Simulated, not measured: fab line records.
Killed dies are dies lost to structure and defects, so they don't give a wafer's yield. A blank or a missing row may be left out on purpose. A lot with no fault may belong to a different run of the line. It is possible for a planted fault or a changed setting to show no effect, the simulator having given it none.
The tool behind it: which one? -- flow sfq_line -- Sampling: 15 lots, 45 wafers, 4 of 325 route steps

WHAT EACH GAUGE READ, for each wafer
SFQ_I1_OVL_MEAS_913.
lot,measured,on,I1_OVL (nm)
L303,day 30 23:32,overlay-02,2 5 5
L305,day 32 03:16,overlay-01,-4 0 -3
L306,day 32 14:32,overlay-01,-4 2 1
L307,day 32 21:44,overlay-02,8 2 5
L308,day 33 17:59,overlay-02,-6 -16 -9
L309,day 34 08:35,overlay-01,5 1 3
L314,day 36 00:03,overlay-02,3 -2 2
L315,day 36 11:16,overlay-02,-4 -5 -13
L317,day 36 22:05,overlay-01,-3 2 4
L321,day 38 21:40,overlay-02,4 -3 -6
L322,day 39 07:16,overlay-01,0 0 4
L323,day 39 15:17,overlay-02,-2 -1 0
L324,day 40 00:52,overlay-02,1 -6 2
L325,day 40 08:05,overlay-02,2 0 -4
L326,day 40 12:59,overlay-02,-3 -5 -3

SFQ_M2_RS_MEAS_914: measures by four-point-probe.
lot,measured,on,M2_NB_RS (ohm/sq)
L303,day 31 00:37,film_metro-01,0.894 0.898 0.896
L305,day 32 04:32,film_metro-01,0.894 0.895 0.892
L306,day 32 15:47,film_metro-04,0.879 0.881 0.885
L307,day 32 23:25,film_metro-02,0.906 0.898 0.895
L308,day 33 19:04,film_metro-01,0.901 0.890 0.904
L309,day 34 09:57,film_metro-01,0.443 0.439 0.447
L314,day 36 01:23,film_metro-04,0.444 0.442 0.442
L315,day 36 12:21,film_metro-04,0.898 0.893 0.902
L317,day 36 23:29,film_metro-01,0.441 0.442 0.444
L321,day 38 22:44,film_metro-01,0.889 0.886 0.895
L322,day 39 08:20,film_metro-01,0.900 0.889 0.887
L323,day 39 16:35,film_metro-01,0.891 0.895 0.888
L324,day 40 01:59,film_metro-04,0.898 0.898 0.900
L325,day 40 09:49,film_metro-02,0.901 0.898 0.903
L326,day 40 14:05,film_metro-01,0.890 0.901 0.897

TOOL THAT RAN EACH LOT (tool first, then ch and the chambers of the sampled wafers, then the start)
lot,SFQ_TRILAYER_M0_STRIP_STRIP_025,SFQ_TRILAYER_M2_DEP_SPUTTER_055
L303,"rie_metal-04 ch 0,1, day 12 02:38","pvd_sputter-04, day 31 00:32"
L305,"rie_metal-04 ch 0,1, day 12 19:26","pvd_sputter-04, day 32 04:26"
L306,"rie_metal-03 ch 0,1, day 13 05:02","pvd_sputter-04, day 32 15:42"
L307,"rie_metal-02 ch 0,1, day 13 10:04","pvd_sputter-04, day 32 23:19"
L308,"rie_metal-04 ch 0,1, day 14 05:16","pvd_sputter-03, day 33 18:59"
L309,"rie_metal-02 ch 0,1, day 14 13:52","pvd_sputter-03, day 34 09:34"
L314,"rie_metal-04 ch 0,1, day 16 10:11","pvd_sputter-04, day 36 01:02"
L315,"rie_metal-02 ch 1, day 16 13:47","pvd_sputter-03, day 36 12:16"
L317,"rie_metal-03 ch 0,1, day 17 03:19","pvd_sputter-04, day 36 23:05"
L321,"rie_metal-03 ch 0,1, day 19 02:02","pvd_sputter-05, day 38 22:39"
L322,"rie_metal-04 ch 0, day 19 16:38","pvd_sputter-03, day 39 08:15"
L323,"rie_metal-04 ch 0,1, day 20 04:38","pvd_sputter-05, day 39 16:28"
L324,"rie_metal-03 ch 1, day 20 12:33","pvd_sputter-03, day 40 01:52"
L325,"rie_metal-04 ch 0,1, day 20 17:33","pvd_sputter-04, day 40 09:40"
L326,"rie_metal-04 ch 0,1, day 21 00:33","pvd_sputter-05, day 40 13:59"
- SFQ_TRILAYER_M0_STRIP_STRIP_025: strips in O2.
- SFQ_TRILAYER_M2_DEP_SPUTTER_055: material Nb, target thk 200 nm, time 133.3 s.

WHAT THE TOOLS THEMSELVES READ (means of the sampled wafers that have a number; where no wafer has one, the mark that the record gives instead)
SFQ_TRILAYER_M0_STRIP_STRIP_025.
lot,tool,drypump_motor_current_A (A),oes_product_au (a.u.)
L303,rie_metal-04,5.9,0.994
L305,rie_metal-04,6.2,0.990
L306,rie_metal-03,6.1,1.000
L307,rie_metal-02,5.6,0.993
L308,rie_metal-04,6.2,0.992
L309,rie_metal-02,5.8,1.000
L314,rie_metal-04,5.9,1.004
L315,rie_metal-02,6.0,0.998
L317,rie_metal-03,6.0,0.996
L321,rie_metal-03,6.1,0.996
L322,rie_metal-04,5.7,0.992
L323,rie_metal-04,6.2,0.989
L324,rie_metal-03,5.8,0.999
L325,rie_metal-04,5.9,0.999
L326,rie_metal-04,6.1,0.993

SFQ_TRILAYER_M2_DEP_SPUTTER_055.
lot,tool,substrate_temp_c (C),throttle_valve_pct (%)
L303,pvd_sputter-04,19.95,30.3
L305,pvd_sputter-04,20.01,29.8
L306,pvd_sputter-04,20.07,30.0
L307,pvd_sputter-04,19.89,29.5
L308,pvd_sputter-03,19.97,30.1
L309,pvd_sputter-03,19.96,30.0
L314,pvd_sputter-04,19.94,29.5
L315,pvd_sputter-03,19.98,29.9
L317,pvd_sputter-04,20.07,30.1
L321,pvd_sputter-05,20.00,29.0
L322,pvd_sputter-03,20.11,29.7
L323,pvd_sputter-05,19.93,28.7
L324,pvd_sputter-03,20.04,29.9
L325,pvd_sputter-04,20.03,29.9
L326,pvd_sputter-05,19.92,30.7

THE ANSWER, worked out from the rows above alone
Rule: what is usual is taken from the lots themselves. Put in order of their means at a reading, lots are off if they are a third of the lots or fewer, leave a main group of 4 or more, and stand apart from it by a gap of 3 or more times the standard deviation of the main group's means; of several such gaps the widest counts. A main group is skipped when, at the precision printed for the reading in the tables above, its means are all equal. Also off: a lot with no number at a reading for which 4 or more lots have one. All remaining lots with rows at the step are treated as sound. After the gauges, taken in route order, come the tools' own readings; for these a lot's mean is taken, as printed above. At the first step where some lot is off, the reading lying furthest off is the one used; lots without a number count as furthest.
Off: L309, L314, L317, at SFQ_M2_RS_MEAS_914 (M2_NB_RS). The main group: mean 0.895 ohm/sq, standard deviation 0.0051.
If a tool, at a process step before that reading, ran all the lots that are off and no sound lot after the first of them, it fits. The gauges at SFQ_M2_RS_MEAS_914 are tried like those tools. None of those tried fits.

WHAT WAS PUT IN BY THE SIMULATOR
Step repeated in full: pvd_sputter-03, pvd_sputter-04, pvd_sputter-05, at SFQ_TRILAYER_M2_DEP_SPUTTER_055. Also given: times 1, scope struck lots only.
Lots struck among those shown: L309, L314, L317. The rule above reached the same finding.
